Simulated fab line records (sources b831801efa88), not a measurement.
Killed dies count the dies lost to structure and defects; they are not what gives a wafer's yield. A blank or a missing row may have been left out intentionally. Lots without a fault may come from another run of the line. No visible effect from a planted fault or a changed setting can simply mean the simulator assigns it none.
Struck lot and sound lot, side by side / flow sky130 / 21 steps out of a route of 708
Sound: the wafers L831.2, L831.3, L831.6. Wafers struck: L839.1, L839.4, L839.5. The cause is given at the end.
For every step that has rows: the tool of each side, followed by ch and its chambers, followed by its first start. Under that, the readings that differ: sound wafers / struck wafers / difference of the means / sigmas: that difference in standard deviations of wafers without a fault.
alike: readings with means less than 2 such deviations apart, plus words and numbers identical on both sides. not compared: withheld readings, readings lacking a value on some wafer, bounds such as >300 that could conceal the same value, and numbers that have no deviation in the record and whose values overlap.
The two part at a step that has a row with sigmas, a row that says differs or no value, or rows on one side only. Numbers that have no deviation but don't overlap get no sigmas and don't part them. Lack of a reading on every wafer of one side parts them only where that side has two or more wafers.

SKY_LI_CONTACT_SPUTTER_20: material TiN, target thk 20 nm, time 80 s.
  sound on pvd sputter-01, day 31 09:41; struck on pvd sputter-03, day 34 05:43
  alike: throttle valve pct
SKY_LI_CONTACT_CVD_21: deposits W, target thk 400 nm, time 120.56 s.
  sound on cvd w-01 ch 0,1, day 31 09:46; struck on cvd w-01 ch 0,1, day 34 05:47
  alike: heater power w
SKY_LI_CONTACT_RS_MEAS_22: a four-point-probe measurement.
  sound on film metro-02, day 31 09:54; struck on film metro-02, day 34 05:54
reading=LI_CONTACT_W_RS (ohm/sq); sound=0.300 0.303 0.303; struck=0.308 0.309 0.309; difference=+0.007; sigmas=+2
SKY_LI_CONTACT_THK_MEAS_23: measures by xrf.
  sound on film metro-02, day 31 10:01; struck on film metro-02, day 34 06:01
  alike: LI_CONTACT_W_THK
SKY_LI_CONTACT_CMP_24: polishes, stops on PSG, t overpolish 20 s, target thk 0 nm.
  sound on cmp-02 ch 0,2,3, day 31 10:07; struck on cmp-01 ch 0,1,3, day 34 06:20
  alike: head pressure psi, motor current A, overpolish run s, slurry filter dp kPa, time to endpoint s
SKY_LOCAL_INTERCONNECT_SPUTTER_00: material TiN, target thk 100 nm, time 83.3 s.
  sound on pvd sputter-04, day 31 10:22; struck on pvd sputter-04, day 34 06:38
  alike: throttle valve pct
SKY_LOCAL_INTERCONNECT_RS_MEAS_01: a four-point-probe measurement.
  sound on film metro-02, day 31 10:26; struck on film metro-01, day 34 06:42
  alike: LOCAL_INTERCONNECT_TIN_RS
SKY_LOCAL_INTERCONNECT_THK_MEAS_02: measures by xrf.
  sound on film metro-02, day 31 10:33; struck on film metro-01, day 34 06:49
reading=LOCAL_INTERCONNECT_TIN_THK (nm); sound=100.6 101.9 99.7; struck=97.6 98.5 97.4; difference=-2.9; sigmas=-2
then, 4 steps without rows for these wafers: SKY_LOCAL_INTERCONNECT_DEHYDRATE_03 (time 60 s); SKY_LOCAL_INTERCONNECT_HMDS_04 (prime time 60 s); SKY_LOCAL_INTERCONNECT_COAT_05 (resist thk 60 nm); SKY_LOCAL_INTERCONNECT_COAT_06 (resist thk 450 nm).
SKY_LOCAL_INTERCONNECT_SOFTBAKE_07: time 90 s.
  sound on litho track-01 ch 0, day 32 00:00; struck on litho track-02 ch 0, day 34 20:00
reading=heater power total W (W); sound=57.23 57.33 57.30; struck=54.43 54.47 54.27; difference=-2.90; sigmas=-26
reading=plate temp C (C); sound=99.99 99.99 99.92; struck=96.16 96.22 96.24; difference=-3.76; sigmas=-29
then, 2 steps without rows for these wafers: SKY_LOCAL_INTERCONNECT_EXPOSE_08 (exposes mask LI1M, target cd 170 nm); SKY_LOCAL_INTERCONNECT_PEB_09.
SKY_LOCAL_INTERCONNECT_DEVELOP_10: develop time 60 s.
  sound on litho track-02 ch 0; struck on litho track-04 ch 0
reading=model.KrF-thick_of_LOCAL_INTERCONNECT_COAT_06.thk nm (nm); sound=436.9 436.9 436.2; struck=438.9 439.1 439.5; difference=+2.5; sigmas=
SKY_LOCAL_INTERCONNECT_CD_MEAS_11: target cd 170 nm.
  sound on cd sem-01, day 32 14:19; struck on cd sem-02, day 35 10:16
  alike: cd nm
SKY_LOCAL_INTERCONNECT_OVL_MEAS_12:
  sound on overlay-01, day 32 14:25; struck on overlay-02, day 35 10:23
  alike: LOCAL_INTERCONNECT_OVL
SKY_LOCAL_INTERCONNECT_ETCH_13: etches BARC in N2/H2, stops on SiO2, time 45.9 s, target depth 60 nm.
  sound on rie metal-04 ch 1, day 32 14:27; struck on rie metal-03 ch 0,1, day 35 10:25
reading=model.KrF-thick_of_LOCAL_INTERCONNECT_COAT_06.thk nm (nm); sound=394 393.8 393.5; struck=395.6 395.6 395.9; difference=+1.9; sigmas=
  alike: bias w, drypump motor current A, n2 flow sccm, oes product au, throttle valve pct
  not compared: rf hours counter h
SKY_LOCAL_INTERCONNECT_METAL_ETCH_14: etches TiN in Cl2/BCl3, stops on PSG, target depth 110 nm, time 31.4 s.
  sound on rie metal-04 ch 1, day 32 14:31; struck on rie metal-03 ch 0,1, day 35 10:29
  alike: bias w, drypump motor current A, oes product au, throttle valve pct
  not compared: rf hours counter h
-- the record jumps here: 14 days lie between the struck wafers' starts before and after (it left off in module LOCAL_INTERCONNECT and takes up again in module PAD_OPEN, whose first step shown is number 708 of the route) --
SKY_PAD_OPEN_PROBE_99:
  sound on prober-01, day 47 14:25; struck on prober-01, day 49 15:40
reading=killed at contacts; sound=23 14 17; struck=31; difference=+13; sigmas=+2
reading=killed open; sound=39 34 36; struck=55; difference=+19; sigmas=+2
  alike: killed_at_M0_to_M3, killed_at_M4_up, killed at front end, killed at other, killed dies, killed short

## WHERE THEY PART
First at SKY_LI_CONTACT_RS_MEAS_22; last, within this record, at SKY_PAD_OPEN_PROBE_99.

WHY: whatever the simulator had introduced
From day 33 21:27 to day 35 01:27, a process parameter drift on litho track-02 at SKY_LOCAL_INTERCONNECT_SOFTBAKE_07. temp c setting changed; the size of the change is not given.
